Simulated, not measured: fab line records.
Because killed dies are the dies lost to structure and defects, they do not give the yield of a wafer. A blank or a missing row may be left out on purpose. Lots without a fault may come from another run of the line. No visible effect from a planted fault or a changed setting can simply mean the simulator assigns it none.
What tool caused it? || flow sky130 || 12 lots with 36 wafers sampled at 3 steps, on a route of 708 steps

== WHAT THE GAUGES SHOWED, per wafer ==
SKY_VT_ADJUST_LVTN_OVL_MEAS_18. Usual: for VT_ADJUST_LVTN_01_OVL the level is 1.4 nm and the standard deviation is 1.2.
{"lot": "L631", "measured": "day 7 13:22", "on": "overlay-02", "VT_ADJUST_LVTN_01_OVL (nm)": "1.5 1.9 2.2", "flag": ""}
{"lot": "L632", "measured": "day 7 19:00", "on": "overlay-01", "VT_ADJUST_LVTN_01_OVL (nm)": "0.8 2.2 0.6", "flag": ""}
{"lot": "L633", "measured": "day 8 08:09", "on": "overlay-02", "VT_ADJUST_LVTN_01_OVL (nm)": "0.8 0.2 0.6", "flag": ""}
{"lot": "L634", "measured": "day 8 14:10", "on": "overlay-01", "VT_ADJUST_LVTN_01_OVL (nm)": "2.7 2.8 1.3", "flag": ""}
{"lot": "L635", "measured": "day 8 19:33", "on": "overlay-02", "VT_ADJUST_LVTN_01_OVL (nm)": "1.3 2.7 2.6", "flag": ""}
{"lot": "L636", "measured": "day 9 02:07", "on": "overlay-02", "VT_ADJUST_LVTN_01_OVL (nm)": "-0.6 0.9 1.3", "flag": ""}
{"lot": "L637", "measured": "day 9 11:52", "on": "overlay-02", "VT_ADJUST_LVTN_01_OVL (nm)": "2.1 1.5 2.5", "flag": ""}
{"lot": "L639", "measured": "day 10 00:49", "on": "overlay-01", "VT_ADJUST_LVTN_01_OVL (nm)": "0.7 1.6 -0.5", "flag": ""}
{"lot": "L640", "measured": "day 10 09:46", "on": "overlay-02", "VT_ADJUST_LVTN_01_OVL (nm)": "1.2 3.7 3.1", "flag": ""}
{"lot": "L650", "measured": "day 13 00:15", "on": "overlay-02", "VT_ADJUST_LVTN_01_OVL (nm)": "2.3 1.4 0.4", "flag": ""}
{"lot": "L651", "measured": "day 13 09:33", "on": "overlay-01", "VT_ADJUST_LVTN_01_OVL (nm)": "0.7 -1.8 -1.8", "flag": ""}
{"lot": "L654", "measured": "day 14 07:21", "on": "overlay-02", "VT_ADJUST_LVTN_01_OVL (nm)": "3.3 3.2 2.7", "flag": ""}

== WHICH TOOL RAN EACH LOT (tool, then ch and the chambers of the sampled wafers, then the start) ==
{"lot": "L631", "SKY_PWDE_STRIP_09": "plasmaAsher-04 ch 0,1, day 3 18:06", "SKY_VT_ADJUST_HVTP_STRIP_10": "plasmaAsher-03 ch 0,1, day 5 22:46"}
{"lot": "L632", "SKY_PWDE_STRIP_09": "plasmaAsher-01 ch 0, day 3 23:18", "SKY_VT_ADJUST_HVTP_STRIP_10": "plasmaAsher-02 ch 1, day 6 04:19"}
{"lot": "L633", "SKY_PWDE_STRIP_09": "plasmaAsher-04 ch 0,1, day 4 08:36", "SKY_VT_ADJUST_HVTP_STRIP_10": "plasmaAsher-02 ch 0,1, day 6 15:19"}
{"lot": "L634", "SKY_PWDE_STRIP_09": "plasmaAsher-01 ch 0,1, day 4 14:42", "SKY_VT_ADJUST_HVTP_STRIP_10": "plasmaAsher-03 ch 0,1, day 6 21:43"}
{"lot": "L635", "SKY_PWDE_STRIP_09": "plasmaAsher-04 ch 0,1, day 4 19:59", "SKY_VT_ADJUST_HVTP_STRIP_10": "plasmaAsher-04 ch 0,1, day 7 02:58"}
{"lot": "L636", "SKY_PWDE_STRIP_09": "plasmaAsher-01 ch 0,1, day 4 23:30", "SKY_VT_ADJUST_HVTP_STRIP_10": "plasmaAsher-02 ch 0, day 7 08:33"}
{"lot": "L637", "SKY_PWDE_STRIP_09": "plasmaAsher-03 ch 0,1, day 5 07:47", "SKY_VT_ADJUST_HVTP_STRIP_10": "plasmaAsher-03 ch 0,1, day 7 17:51"}
{"lot": "L639", "SKY_PWDE_STRIP_09": "plasmaAsher-04 ch 0,1, day 5 18:35", "SKY_VT_ADJUST_HVTP_STRIP_10": "plasmaAsher-04 ch 0,1, day 8 05:48"}
{"lot": "L640", "SKY_PWDE_STRIP_09": "plasmaAsher-03 ch 0,1, day 6 00:27", "SKY_VT_ADJUST_HVTP_STRIP_10": "plasmaAsher-03 ch 0,1, day 8 14:07"}
{"lot": "L650", "SKY_PWDE_STRIP_09": "plasmaAsher-03 ch 0,1, day 8 04:54", "SKY_VT_ADJUST_HVTP_STRIP_10": "plasmaAsher-03 ch 0,1, day 11 00:43"}
{"lot": "L651", "SKY_PWDE_STRIP_09": "plasmaAsher-03 ch 0,1, day 8 10:42", "SKY_VT_ADJUST_HVTP_STRIP_10": "plasmaAsher-02 ch 0,1, day 11 08:37"}
{"lot": "L654", "SKY_PWDE_STRIP_09": "plasmaAsher-03 ch 0,1, day 9 06:15", "SKY_VT_ADJUST_HVTP_STRIP_10": "plasmaAsher-04 ch 0,1, day 12 05:13"}
- SKY_PWDE_STRIP_09: strips in O2/N2.
- SKY_VT_ADJUST_HVTP_STRIP_10: strips in O2/N2.

== WHAT THE TOOLS THEMSELVES READ (means of the sampled wafers that have a number; where no wafer has one, the mark that the record gives instead) ==
SKY_PWDE_STRIP_09. Usual: drypumpMotorCurrentA 5.5 A, standard deviation 0.58; o2FlowSccm 2999 sccm, standard deviation 9.3; oesProductAu 0.722 a.u., standard deviation 0.0044; stripTimeToEndpointS 36.90 s, standard deviation 0.094.
{"lot": "L631", "tool": "plasmaAsher-04", "drypumpMotorCurrentA (A)": 6.0, "o2FlowSccm (sccm)": 2994, "oesProductAu (a.u.)": 0.726, "stripTimeToEndpointS (s)": 36.88, "flag": ""}
{"lot": "L632", "tool": "plasmaAsher-01", "drypumpMotorCurrentA (A)": 5.0, "o2FlowSccm (sccm)": 3011, "oesProductAu (a.u.)": 0.721, "stripTimeToEndpointS (s)": 36.71, "flag": ""}
{"lot": "L633", "tool": "plasmaAsher-04", "drypumpMotorCurrentA (A)": 6.0, "o2FlowSccm (sccm)": 2996, "oesProductAu (a.u.)": 0.725, "stripTimeToEndpointS (s)": 36.85, "flag": ""}
{"lot": "L634", "tool": "plasmaAsher-01", "drypumpMotorCurrentA (A)": 5.2, "o2FlowSccm (sccm)": 2996, "oesProductAu (a.u.)": 0.724, "stripTimeToEndpointS (s)": 36.93, "flag": ""}
{"lot": "L635", "tool": "plasmaAsher-04", "drypumpMotorCurrentA (A)": 5.7, "o2FlowSccm (sccm)": 2994, "oesProductAu (a.u.)": 0.724, "stripTimeToEndpointS (s)": 36.85, "flag": ""}
{"lot": "L636", "tool": "plasmaAsher-01", "drypumpMotorCurrentA (A)": 5.2, "o2FlowSccm (sccm)": 3005, "oesProductAu (a.u.)": 0.721, "stripTimeToEndpointS (s)": 36.93, "flag": ""}
{"lot": "L637", "tool": "plasmaAsher-03", "drypumpMotorCurrentA (A)": 5.0, "o2FlowSccm (sccm)": 2989, "oesProductAu (a.u.)": 0.722, "stripTimeToEndpointS (s)": 36.93, "flag": ""}
{"lot": "L639", "tool": "plasmaAsher-04", "drypumpMotorCurrentA (A)": 6.0, "o2FlowSccm (sccm)": 2999, "oesProductAu (a.u.)": 0.726, "stripTimeToEndpointS (s)": 36.82, "flag": ""}
{"lot": "L640", "tool": "plasmaAsher-03", "drypumpMotorCurrentA (A)": 5.0, "o2FlowSccm (sccm)": 3001, "oesProductAu (a.u.)": 0.721, "stripTimeToEndpointS (s)": 37.06, "flag": ""}
{"lot": "L650", "tool": "plasmaAsher-03", "drypumpMotorCurrentA (A)": 5.4, "o2FlowSccm (sccm)": 3006, "oesProductAu (a.u.)": 0.720, "stripTimeToEndpointS (s)": 36.99, "flag": ""}
{"lot": "L651", "tool": "plasmaAsher-03", "drypumpMotorCurrentA (A)": 5.3, "o2FlowSccm (sccm)": 3002, "oesProductAu (a.u.)": 0.723, "stripTimeToEndpointS (s)": 36.92, "flag": ""}
{"lot": "L654", "tool": "plasmaAsher-03", "drypumpMotorCurrentA (A)": 5.0, "o2FlowSccm (sccm)": 2994, "oesProductAu (a.u.)": 0.722, "stripTimeToEndpointS (s)": 36.97, "flag": ""}

SKY_VT_ADJUST_HVTP_STRIP_10. Usual: drypumpMotorCurrentA 5.7 A, standard deviation 0.56; o2FlowSccm 3000 sccm, standard deviation 9.1; oesProductAu 0.716 a.u., standard deviation 0.0043; stripTimeToEndpointS 14.05 s, standard deviation 0.039.
{"lot": "L631", "tool": "plasmaAsher-03", "drypumpMotorCurrentA (A)": 5.3, "o2FlowSccm (sccm)": 3000, "oesProductAu (a.u.)": 0.717, "stripTimeToEndpointS (s)": 14.04, "flag": ""}
{"lot": "L632", "tool": "plasmaAsher-02", "drypumpMotorCurrentA (A)": 5.8, "o2FlowSccm (sccm)": 2998, "oesProductAu (a.u.)": 0.716, "stripTimeToEndpointS (s)": 14.08, "flag": ""}
{"lot": "L633", "tool": "plasmaAsher-02", "drypumpMotorCurrentA (A)": 5.9, "o2FlowSccm (sccm)": 2996, "oesProductAu (a.u.)": 0.717, "stripTimeToEndpointS (s)": 14.06, "flag": ""}
{"lot": "L634", "tool": "plasmaAsher-03", "drypumpMotorCurrentA (A)": 5.4, "o2FlowSccm (sccm)": 3010, "oesProductAu (a.u.)": 0.716, "stripTimeToEndpointS (s)": 14.06, "flag": ""}
{"lot": "L635", "tool": "plasmaAsher-04", "drypumpMotorCurrentA (A)": 6.0, "o2FlowSccm (sccm)": 3002, "oesProductAu (a.u.)": 0.714, "stripTimeToEndpointS (s)": 14.10, "flag": ""}
{"lot": "L636", "tool": "plasmaAsher-02", "drypumpMotorCurrentA (A)": 6.2, "o2FlowSccm (sccm)": 3007, "oesProductAu (a.u.)": 0.715, "stripTimeToEndpointS (s)": 14.02, "flag": ""}
{"lot": "L637", "tool": "plasmaAsher-03", "drypumpMotorCurrentA (A)": 5.4, "o2FlowSccm (sccm)": 3005, "oesProductAu (a.u.)": 0.721, "stripTimeToEndpointS (s)": 14.05, "flag": ""}
{"lot": "L639", "tool": "plasmaAsher-04", "drypumpMotorCurrentA (A)": 5.7, "o2FlowSccm (sccm)": 3007, "oesProductAu (a.u.)": 0.718, "stripTimeToEndpointS (s)": 14.03, "flag": ""}
{"lot": "L640", "tool": "plasmaAsher-03", "drypumpMotorCurrentA (A)": 5.0, "o2FlowSccm (sccm)": 3003, "oesProductAu (a.u.)": 0.714, "stripTimeToEndpointS (s)": 14.02, "flag": ""}
{"lot": "L650", "tool": "plasmaAsher-03", "drypumpMotorCurrentA (A)": 5.4, "o2FlowSccm (sccm)": 2990, "oesProductAu (a.u.)": 0.714, "stripTimeToEndpointS (s)": 14.08, "flag": ""}
{"lot": "L651", "tool": "plasmaAsher-02", "drypumpMotorCurrentA (A)": 5.9, "o2FlowSccm (sccm)": 3009, "oesProductAu (a.u.)": 0.718, "stripTimeToEndpointS (s)": 14.11, "flag": ""}
{"lot": "L654", "tool": "plasmaAsher-04", "drypumpMotorCurrentA (A)": 5.7, "o2FlowSccm (sccm)": 3004, "oesProductAu (a.u.)": 0.718, "stripTimeToEndpointS (s)": 14.07, "flag": ""}

== THE ANSWER, worked out from the rows above alone ==
Rule: lot off if the mean of its wafers having a number is beyond 3 standard deviations from the usual mean. Also off: a lot with no number at a reading for which 4 or more lots have one. Any other lot the step has rows for is counted as sound. Order of review: gauges by route order, followed by the tools' own readings, for which a lot's mean as printed above is used. The first step at which some lot is off is used, and at that step the reading that is off furthest; a lot without a number counts as furthest.
None of the lots is off at any reading shown; this tells nothing.

== WHAT THE SIMULATOR HAD INSERTED ==
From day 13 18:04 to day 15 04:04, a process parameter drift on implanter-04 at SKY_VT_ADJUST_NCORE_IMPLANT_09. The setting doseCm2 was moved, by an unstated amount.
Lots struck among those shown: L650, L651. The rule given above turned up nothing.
